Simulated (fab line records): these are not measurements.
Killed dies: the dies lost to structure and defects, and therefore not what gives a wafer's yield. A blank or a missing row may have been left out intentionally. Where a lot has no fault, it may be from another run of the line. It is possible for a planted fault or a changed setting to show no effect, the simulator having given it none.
A lot that was struck, set against a sound lot	flow sky130	26 steps out of a route of 708
Sound: wafers L207.1, L207.2, L207.6. Struck: wafers L213.1, L213.3, L213.4. The cause is given at the end.
For every step that has rows: the tool of each side, followed by ch and its chambers, followed by its first start. Under that, the readings that differ: sound wafers	struck wafers	difference of the means	sigmas: that difference in standard deviations of wafers without a fault.
alike: same words and numbers on both sides, and readings whose means sit less than 2 such deviations apart. not compared: any withheld reading, any reading some wafer has no value for, any bound like >300 that may hide the same value, and any number with overlapping values for which the record gives no deviation.
A row with sigmas, a row that says differs or no value, or rows on one side alone: a step with any of these is where the two part. When numbers do not overlap yet have no deviation, they are printed without sigmas and do not part them. Lack of a reading on every wafer of one side parts them only where that side has two or more wafers.

first, 1 step without rows for these wafers: SKY_VT_ADJUST_HVTP_IMPLANT_09.
SKY_VT_ADJUST_HVTP_STRIP_10: strips in O2/N2.
  sound on plasma-asher-03 ch 0,1, day 7 02:47; struck on plasma-asher-03 ch 0,1, day 8 17:02
  alike: drypump-motor-current-A, o2-flow-sccm, oes-product-au, strip-time-to-endpoint-s
  not compared: rf-hours-counter-h
SKY_VT_ADJUST_HVTP_TW_MEAS_11:
  sound on film-metro-04 at day 7 02:53; struck on film-metro-03 at day 8 17:08
reading	sound	struck	difference	sigmas
VT_ADJUST_HVTP_TW	1353 1353 1364	1345 1337 1336	-17	-2
then, 7 steps without rows for these wafers: SKY_VT_ADJUST_LVTN_DEHYDRATE_00 (time 60 s); SKY_VT_ADJUST_LVTN_HMDS_01 (prime time 60 s); SKY_VT_ADJUST_LVTN_COAT_02 (resist thk 3000 nm); SKY_VT_ADJUST_LVTN_SOFTBAKE_03; SKY_VT_ADJUST_LVTN_EXPOSE_04 (exposes mask NWM COMPLEMENT LESS NATIVE, target cd 840 nm); SKY_VT_ADJUST_LVTN_PEB_05; SKY_VT_ADJUST_LVTN_DEVELOP_06 (develop time 60 s).
SKY_VT_ADJUST_LVTN_OVL_MEAS_07:
  sound on overlay-01 at day 7 23:14; struck on overlay-02 at day 9 14:26
reading	sound	struck	difference	sigmas
VT_ADJUST_LVTN_OVL (nm)	1.8 1.1 3.1	-0.6 -1.5 -1.5	-3.2	-2
following that, these wafers have no rows for 1 step: SKY_VT_ADJUST_LVTN_IMPLANT_08.
SKY_VT_ADJUST_LVTN_STRIP_09: strips in O2/N2.
  sound on plasma-asher-04 ch 0,1, day 7 23:25; struck on plasma-asher-03 ch 0,1, day 9 14:37
reading	sound	struck	difference	sigmas
oes-product-au (a.u.)	0.721 0.718 0.721	0.918 0.917 0.925	+0.200	+38
strip-time-to-endpoint-s (s)	36.95 36.88 36.97	- - -	no value on the struck wafers	
model.coat_of_VT_ADJUST_LVTN_COAT_02.thk-nm (nm)	0 0 0	1837 1837 1837	+1837	
  alike: drypump-motor-current-A, o2-flow-sccm
  not compared: rf-hours-counter-h
SKY_VT_ADJUST_LVTN_TW_MEAS_10:
  sound on film-metro-04 at day 7 23:31; struck on film-metro-02 at day 9 14:43
  alike: VT_ADJUST_LVTN_TW
then, 7 steps without rows for these wafers: SKY_VT_ADJUST_LVTN_DEHYDRATE_11 (time 60 s); SKY_VT_ADJUST_LVTN_HMDS_12 (prime time 60 s); SKY_VT_ADJUST_LVTN_COAT_13 (resist thk 1140 nm); SKY_VT_ADJUST_LVTN_SOFTBAKE_14 (time 60 s); SKY_VT_ADJUST_LVTN_EXPOSE_15 (exposes mask HVN STD DERIVED, target cd 600 nm); SKY_VT_ADJUST_LVTN_PEB_16; SKY_VT_ADJUST_LVTN_DEVELOP_17 (develop time 60 s).
SKY_VT_ADJUST_LVTN_OVL_MEAS_18:
  sound on overlay-01 at day 8 20:25; struck on overlay-02 at day 10 13:10
  alike: VT_ADJUST_LVTN_01_OVL
following that, these wafers have no rows for 1 step: SKY_VT_ADJUST_LVTN_IMPLANT_19.
SKY_VT_ADJUST_LVTN_STRIP_20: strips in O2/N2.
  sound on plasma-asher-04 ch 0,1, day 8 20:36; struck on plasma-asher-02 ch 0,1, day 10 13:21
reading	sound	struck	difference	sigmas
strip-time-to-endpoint-s (s)	14.20 14.20 14.18	41.56 41.51 41.55	+27.35	+99 or more
  alike: drypump-motor-current-A, o2-flow-sccm, oes-product-au
  not compared: rf-hours-counter-h
SKY_VT_ADJUST_LVTN_TW_MEAS_21:
  sound on film-metro-02 at day 8 20:42; struck on film-metro-04 at day 10 13:40
reading	sound	struck	difference	sigmas
VT_ADJUST_LVTN_2_TW	186.3 187.5 186.8	29.9 30.0 30.0	-156.9	-99 or more
  not compared: hold
SKY_PAD_OPEN_PROBE_99:
  sound wafers here have rows in the record (prober-01, day 47 02:38); struck ones have none

WHERE THEY PART
Earliest at SKY_VT_ADJUST_HVTP_TW_MEAS_11; latest, in this record, at SKY_PAD_OPEN_PROBE_99.

WHY: the cause the simulator had injected
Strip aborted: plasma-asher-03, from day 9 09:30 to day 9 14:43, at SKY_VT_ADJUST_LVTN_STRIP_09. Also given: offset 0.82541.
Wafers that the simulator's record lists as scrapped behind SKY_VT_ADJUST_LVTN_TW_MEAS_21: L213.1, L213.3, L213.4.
